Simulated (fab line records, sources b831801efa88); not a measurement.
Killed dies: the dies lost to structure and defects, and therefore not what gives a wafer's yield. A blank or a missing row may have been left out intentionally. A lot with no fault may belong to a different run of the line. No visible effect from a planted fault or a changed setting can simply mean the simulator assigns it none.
Problem report in the 8D (eight disciplines) form, filled by code	flow sky130	the parts of the form that need people (team, actions taken, sign-off) are left out

== 1. WHAT WENT WRONG ==
SKY_METAL2_STRIP_20, stripTimeToEndpointS: mean 2.579 s over 1 wafer from 1 lot; wafers with no fault: 2.706 s, standard deviation 0.027. Measured from the usual mean, that is -4.7 standard deviations.
The step: strips in O2/N2.
Seen first at day 37 05:53 on plasmaAsher-04, wafer L925.5. The record has a number at this step for 32 wafers belonging to 11 lots. The rule behind "out" and "out of limits": a value lying over 4 standard deviations away from the usual mean. The rest of the wafers with a number are treated as sound.

== 2. WHAT THIS IS AND IS NOT ==
question	is	is not
which readings at this step	stripTimeToEndpointS	drypumpMotorCurrentA, oesProductAu
which lots	L925	L918, L919, L920, L921, L931, L933, L936, L937, L938, L941
which wafers of those lots	L925.5	L925.1
read on which tools	plasmaAsher-04	plasmaAsher-02, plasmaAsher-03
when	from day 37 05:53	up to then (13 sound wafers); but 18 sound wafers of L931, L933, L936, L937, L938, L941 came after

== 3. WHAT RULES OUT EACH SUSPECT ==
Counting: if a tool at a process step up to the reading ran every lot that is out, it stays a suspect. Sound lots after the first of them don't rule it out here, since some wafers of a struck lot are sound.
- rieDiel-01 at SKY_VIA1_ETCH_14 (etches BARC in N2/H2, stops on SiO2, time 45.9 s, target depth 60 nm): kept. L925, the lot that is out, went through it at day 36 01:41; up to then, the latest sound lot through it was L919 at day 34 09:43.
- cmp-02 at SKY_VIA1_CMP_24 (polishes, stops on SiO2, t overpolish 15 s, target thk 0 nm): kept. L925, the lot that is out, went through it at day 36 02:47; up to then, the latest sound lot through it was L921 at day 35 06:26.
- pvdSputter-04 at SKY_METAL2_SPUTTER_02 (material AlCu, target thk 250 nm, time 13.3 s): kept. L925, the lot that is out, went through it at day 36 03:02; up to then, the latest sound lot through it was L918 at day 33 21:31.
- lithoTrack-01 at SKY_METAL2_COAT_10 (resist thk 450 nm): kept. L925, the lot that is out, went through it at day 36 15:00; up to then, the latest sound lot through it was L921 at day 35 19:00.
- plasmaAsher-04 at SKY_METAL2_STRIP_20 (strips in O2/N2): kept. L925, the lot that is out, went through it at day 37 05:53; up to then, the latest sound lot through it was L918 at day 34 23:46. Its own stripTimeToEndpointS readings are out on those wafers.
- Within rieDiel-01 at SKY_VIA1_ETCH_14, the wafers that are out were processed in chamber 2 and their sound lot-mates in chamber 3.
- Within cmp-02 at SKY_VIA1_CMP_24, the wafers that are out were processed in chamber 0 and their sound lot-mates in chamber 1.
Left after counting: rieDiel-01 at SKY_VIA1_ETCH_14, cmp-02 at SKY_VIA1_CMP_24, pvdSputter-04 at SKY_METAL2_SPUTTER_02, lithoTrack-01 at SKY_METAL2_COAT_10, plasmaAsher-04 at SKY_METAL2_STRIP_20.

== 4. THE CAUSE (what the simulator had put in) ==
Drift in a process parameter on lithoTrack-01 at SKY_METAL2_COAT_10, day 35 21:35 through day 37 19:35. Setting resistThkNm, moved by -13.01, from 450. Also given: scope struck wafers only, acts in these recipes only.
5 suspects survive the count, and this tool is in that group.

== 5. SEQUENCE OF EFFECTS, ordered by route ==
One row per reading whose mean, taken over the struck wafers that have a number, lies over 3 standard deviations from the usual. Only readings whose record carries a usual standard deviation are examined. hours: median over the lots of the time between each lot's start at the first step of this table that gives one and its start at this step. sigmas: the change, counted in usual standard deviations.
hours	step	reading	usual	on struck wafers	change	sigmas
0	SKY_METAL2_STRIP_20	stripTimeToEndpointS	2.706 s	2.579	-0.127	-4.7
It contains these process steps:
- SKY_METAL2_STRIP_20: strips in O2/N2.

== 6. WHAT WOULD HAVE CAUGHT IT SOONER ==
The fault began at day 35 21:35; the first out-of-limits reading in this record came at day 37 05:53, 32 hours later.
By day 37 05:53 the whole set of lots that are out, 1 in number, had already begun SKY_METAL2_COAT_10 on lithoTrack-01. None of them would have been spared by holding the tool at that moment.
